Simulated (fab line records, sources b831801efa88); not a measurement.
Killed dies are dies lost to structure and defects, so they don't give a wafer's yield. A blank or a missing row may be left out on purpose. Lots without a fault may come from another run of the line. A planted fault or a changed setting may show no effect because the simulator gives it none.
One fault seen from 2 desks | flow sky130 | each desk has only its own numbers; what lay behind them comes last

THE TOOL OWNER'S DESK: rie_diel-03
The tool's own readings at SKY_FIELD_ISO_ETCH_15 (etches the open film in CHF3/O2, stops on Si, target depth 180 nm, time 72 s): means of the sampled wafers that have a number, for each lot that ran on this tool. A lot is out of limits, marked OUT, if its mean lies more than 4 standard deviations from the usual mean; the brackets give that distance.
Columns: A = chamber_pressure_mTorr at SKY_FIELD_ISO_ETCH_15, usual 40.00 mTorr; B = drypump_motor_current_A at SKY_FIELD_ISO_ETCH_15, usual 5.9 A; C = oes_product_au at SKY_FIELD_ISO_ETCH_15, usual 0.942 a.u.; D = rf_fwd_power_W at SKY_FIELD_ISO_ETCH_15, usual 595.6 W; E = throttle_valve_pct at SKY_FIELD_ISO_ETCH_15, usual 8.842 %
lot  | first seen here | A     | B   | C               | D     | E
L190 | day 3 01:07     | 39.97 | 5.8 | 0.948           | 593.9 | 8.842
L193 | day 3 16:19     | 40.03 | 6.0 | 0.945           | 594.5 | 8.832
L196 | day 4 09:35     | 40.00 | 6.0 | 0.767 (-23) OUT | 595.5 | 8.787 (-5.5) OUT
L197 | day 4 15:41     | 40.03 | 5.9 | 0.764 (-24) OUT | 592.0 | 8.793 (-4.9) OUT
L209 | day 7 04:03     | 39.97 | 5.7 | 0.938           | 593.7 | 8.835
This desk's finding: out of limits on L196, L197; first on L196, day 4 09:35 (oes_product_au at SKY_FIELD_ISO_ETCH_15). In limits: L190, L193, L209.

THE METROLOGY DESK
What the gauges read, lot by lot, whatever tool the lot ran on: means of the sampled wafers that have a number. A lot is out of limits, marked OUT, if its mean lies more than 4 standard deviations from the usual mean; the brackets give that distance.
Columns: A = VT_ADJUST_LVTN_TW at SKY_VT_ADJUST_LVTN_TW_MEAS_10, usual 242.2
lot  | first seen here | A
L186 | day 6 14:50     | 238.5
L187 | day 6 23:26     | 242.6
L189 | day 7 09:53     | 242.5
L190 | day 7 17:14     | 242.1
L193 | day 8 13:08     | 241.8
L202 | day 11 04:47    | 241.3
L203 | day 11 09:44    | 242.6
L205 | day 11 22:44    | 242.9
L208 | day 12 19:16    | 241.8
L209 | day 13 07:23    | 243.1
This desk's finding: nothing out of limits on any of the 10 lots.

PUT TOGETHER
The tool owner's desk could have raised an alarm at day 4 09:35, on L196, L197.
The metrology desk saw nothing out of limits.
The metrology desk has no number on record for L196, L197.
Of the lots named, all ran SKY_FIELD_ISO_ETCH_15 on rie_diel-03.

WHAT THE SIMULATOR HAD PUT IN
Process parameter drift: rie_diel-03, from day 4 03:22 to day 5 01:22, at SKY_FIELD_ISO_ETCH_15. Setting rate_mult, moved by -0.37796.
Lots struck among those shown: L196, L197.
Hours from the fault's start to each desk's first reading out of limits: the tool owner's desk, 6.
